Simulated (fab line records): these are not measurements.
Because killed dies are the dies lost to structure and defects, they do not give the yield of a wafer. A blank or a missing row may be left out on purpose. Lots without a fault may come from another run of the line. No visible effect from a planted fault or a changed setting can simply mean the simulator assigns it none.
Chamber matching | flow sky130 | SKY_CAPM_CVD_00 on pecvd-01: 3 sister chambers
The step deposits SiO2, target thk 15.5 nm. 6 wafers are shown with their chamber, then 8 later ones without.

WAFERS, EACH WITH ITS CHAMBER
wafer  | chamber | heater-power-w (W)
L081.5 | 2       | 837
L083.2 | 0       | 945
L083.5 | 0       | 946
L085.3 | 1       | 722
L085.5 | 2       | 854
L087.3 | 1       | 706

WAFERS WHOSE CHAMBER IS MISSING
wafer  | heater-power-w (W)
L087.4 | 699
L087.6 | 708
L091.3 | 828
L091.4 | 762
L091.5 | 757
L094.3 | 725
L094.4 | 940
L094.5 | 771

THE CHAMBER EACH PASSED THROUGH
wafer  | from the rows above     | in truth
L087.4 | 1                       | 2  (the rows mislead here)
L087.6 | 1                       | 1
L091.3 | 2                       | 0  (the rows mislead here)
L091.4 | 1                       | 1
L091.5 | 1                       | 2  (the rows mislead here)
L094.3 | 1                       | 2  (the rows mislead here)
L094.4 | 0                       | 0
L094.5 | can't be placed: 1 or 2 | 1
Correct placement for 3 of the 8. Not placeable from these rows: 1 (in 1, the candidates include the true chamber). Wrongly placed: 4.
How it was worked out, from the rows above alone: a wafer's distance from a chamber is the root of the sum, over the readings, of the square of ((its reading less the chamber's mean) divided by the reading's scatter). If the next closest chamber is less than 2 further off than the closest, the wafer can't be placed; otherwise it belongs to the closest. The mean given for a chamber averages the wafers shown for that chamber. The scatter: take each reading less its chamber's mean, square it, sum over the shown wafers, divide by the number of wafers less the number of chambers, and take the root.
